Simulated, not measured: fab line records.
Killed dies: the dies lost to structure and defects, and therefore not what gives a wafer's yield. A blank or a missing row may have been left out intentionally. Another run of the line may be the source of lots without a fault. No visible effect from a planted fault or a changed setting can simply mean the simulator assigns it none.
Which tool did it? | flow sky130 | 12 lots, 36 wafers sampled, at 5 steps of a route of 708

## WHAT EACH GAUGE READ, for each wafer
SKY_LDD_HVN_TW_MEAS_10.
lot  | measured     | on            | LDD_HVN_TW
L321 | day 20 12:22 | film metro-02 | 1457 1456 1457
L322 | day 20 23:25 | film metro-02 | 1471 1459 1471
L323 | day 21 10:44 | film metro-03 | 1436 1433 1427
L326 | day 22 01:16 | film metro-02 | 1457 1449 1456
L327 | day 22 18:13 | film metro-02 | 1457 1457 1452
L330 | day 23 09:35 | film metro-03 | 1424 1429 1438
L331 | day 23 23:49 | film metro-03 | 1434 1428 1438
L333 | day 24 19:16 | film metro-03 | 1450 1443 1436
L335 | day 25 09:08 | film metro-02 | 1458 1460 1454
L336 | day 25 14:38 | film metro-03 | 1432 1438 1441
L337 | day 26 00:15 | film metro-02 | 1445 1449 1463
L338 | day 26 07:49 | film metro-03 | 1434 1434 1429

SKY_LDD_LDN_TW_MEAS_13.
lot  | measured     | on            | LDD_LDN_TW
L321 | day 23 02:29 | film metro-03 | 1470 1472 1469
L322 | day 23 11:56 | film metro-02 | 1505 1503 1497
L323 | day 24 00:09 | film metro-03 | 1479 1480 1480
L326 | day 24 13:59 | film metro-03 | 1478 1487 1478
L327 | day 25 05:28 | film metro-03 | 1476 1476 1482
L330 | day 25 20:32 | film metro-03 | 1475 1479 1475
L331 | day 26 11:16 | film metro-01 | 1467 1466 1472
L333 | day 27 06:38 | film metro-03 | 1483 1476 1475
L335 | day 27 20:20 | film metro-03 | 1406 1411 1413 1414 1420 1416
L336 | day 28 02:34 | film metro-03 | 1412 1409 1404 1412 1407 1413
L337 | day 28 11:24 | film metro-01 | 1469 1470 1463
L338 | day 28 19:02 | film metro-02 | 1439 1457 1446

SKY_SPACER_THK_MEAS_01.
lot  | measured     | on            | SPACER_CVD_00_THK (nm)
L321 | day 23 05:29 | film metro-04 | 42.6 42.7 42.4
L322 | day 23 13:16 | film metro-01 | 42.4 41.9 42.1
L323 | day 24 01:28 | film metro-01 | 42.9 42.4 42.4
L326 | day 24 15:19 | film metro-04 | 43.2 43.2 43.5
L327 | day 25 08:38 | film metro-01 | 42.8 42.3 42.5
L330 | day 25 23:07 | film metro-01 | 43.1 42.4 43.1
L331 | day 26 12:51 | film metro-01 | 42.8 43.1 43.1
L333 | day 27 07:58 | film metro-01 | 43.2 43.6 42.9
L335 | day 28 01:32 | film metro-01 | 42.7 42.5 42.6
L336 | day 28 08:58 | film metro-03 | 43.5 43.3 43.6
L337 | day 28 12:43 | film metro-01 | 42.8 42.6 43.0
L338 | day 28 20:21 | film metro-03 | 43.3 43.7 43.7

## WHAT TOOL EACH LOT RAN ON (gives the tool, then ch and the chambers of the sampled wafers, and finally the start)
lot  | SKY_LDD_N_STRIP_16                   | SKY_LDD_LDN_IMPLANT_11
L321 | plasma asher-03 ch 0,1, day 17 22:34 | implanter-02 ch 0, day 23 02:16
L322 | plasma asher-03 ch 0,1, day 18 10:06 | implanter-01 ch 0, day 23 11:43
L323 | plasma asher-03 ch 0,1, day 18 21:23 | implanter-02 ch 0, day 23 23:56
L326 | plasma asher-02 ch 0,1, day 19 11:01 | implanter-01 ch 0, day 24 13:46
L327 | plasma asher-02 ch 0,1, day 20 04:27 | implanter-01 ch 0, day 25 05:14
L330 | plasma asher-02 ch 0,1, day 20 20:19 | implanter-03 ch 0, day 25 20:17
L331 | plasma asher-03 ch 0,1, day 21 11:22 | implanter-03 ch 0, day 26 11:02
L333 | plasma asher-03 ch 1, day 22 07:22   | implanter-01 ch 0, day 27 06:20
L335 | plasma asher-03 ch 0,1, day 22 21:33 | implanter-01 ch 0, day 27 20:05
L336 | plasma asher-01 ch 0,1, day 23 03:40 | implanter-01 ch 0, day 28 02:20
L337 | plasma asher-01 ch 0,1, day 23 13:01 | implanter-03 ch 0, day 28 11:09
L338 | plasma asher-02 ch 0,1, day 23 21:38 | implanter-01 ch 0, day 28 18:47
- SKY_LDD_N_STRIP_16: strips in O2/N2.
- SKY_LDD_LDN_IMPLANT_11

## WHAT THE TOOLS THEMSELVES READ (means of the sampled wafers that have a number; where no wafer has one, the mark that the record gives instead)
SKY_LDD_N_STRIP_16.
lot  | tool            | drypump motor current A (A) | oes product au (a.u.) | strip time to endpoint s (s)
L321 | plasma asher-03 | 5.91                        | 0.406                 | 4.351
L322 | plasma asher-03 | 5.95                        | 0.409                 | 4.303
L323 | plasma asher-03 | 5.94                        | 0.408                 | 4.342
L326 | plasma asher-02 | 5.53                        | 0.403                 | 4.307
L327 | plasma asher-02 | 5.52                        | 0.406                 | 4.319
L330 | plasma asher-02 | 5.52                        | 0.410                 | 4.300
L331 | plasma asher-03 | 5.92                        | 0.407                 | 4.300
L333 | plasma asher-03 | 5.90                        | 0.412                 | 4.321
L335 | plasma asher-03 | 5.91                        | 0.411                 | 4.322
L336 | plasma asher-01 | 5.69                        | 0.405                 | 4.317
L337 | plasma asher-01 | 5.73                        | 0.406                 | 4.316
L338 | plasma asher-02 | 5.47                        | 0.407                 | 4.306

SKY_LDD_LDN_IMPLANT_11.
lot  | tool         | beam energy keV | dose ions cm2 | faraday current uA
L321 | implanter-02 | 14.999          | 1.2503e+13    | 69.7
L322 | implanter-01 | 15.003          | 1.2492e+13    | 71.3
L323 | implanter-02 | 14.997          | 1.2492e+13    | 70.7
L326 | implanter-01 | 14.998          | 1.2483e+13    | 70.7
L327 | implanter-01 | 15.001          | 1.2500e+13    | 71.2
L330 | implanter-03 | 14.994          | 1.2494e+13    | 69.2
L331 | implanter-03 | 14.998          | 1.2494e+13    | 72.6
L333 | implanter-01 | 15.005          | 1.2502e+13    | 72.0
L335 | implanter-01 | 14.998          | 6.0297e+12    | 33.9
L336 | implanter-01 | 14.995          | 6.0140e+12    | 34.2
L337 | implanter-03 | 15.003          | 1.2509e+13    | 70.6
L338 | implanter-01 | 15.001          | 6.0290e+12    | 33.4

## THE ANSWER, worked out from the rows above alone
Rule: the usual values come from the lots themselves. Put in order of their means at a reading, lots are off if they are a third of the lots or fewer, leave a main group of 4 or more, and stand apart from it by a gap of 3 or more times the standard deviation of the main group's means; of several such gaps the widest counts. Not used: any main group whose means are identical at the precision the tables above print for the reading. A lot without any number at a reading at which 4 lots or more have one is off too. The other lots that the step has rows for count as sound. After the gauges, taken in route order, come the tools' own readings; for these a lot's mean is taken, as printed above. The first step at which some lot is off is used, and at that step the reading that is off furthest; a lot without a number counts as furthest.
Off: L335, L336, L338 (SKY_LDD_LDN_IMPLANT_11, dose ions cm2). For the main group the mean is 1.2497e+13 and the standard deviation 7.3e+09.
If a tool, at that step or one of the process steps before it, ran each lot that is off and ran no sound lot following the first of them, it fits. One fits: implanter-01 at SKY_LDD_LDN_IMPLANT_11. A fault onset in the window from L333 (day 27 06:20, its last sound lot) to L335 (day 27 20:05, its first lot off) fits.
The tool's own readings at SKY_LDD_LDN_IMPLANT_11 bear it out: on the lots that are off they differ by more than 5 times the standard deviation of the sound lots' means. dose ions cm2 reads 6.0242e+12 there against 1.2497e+13 on the sound lots; faraday current uA reads 33.8 there against 70.9 on the sound lots.

## WHAT WAS PUT IN BY THE SIMULATOR
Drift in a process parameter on implanter-01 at SKY_LDD_LDN_IMPLANT_11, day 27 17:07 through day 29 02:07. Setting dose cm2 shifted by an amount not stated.
Lots struck among those shown: L335, L336, L338. The same result came from the rule above.
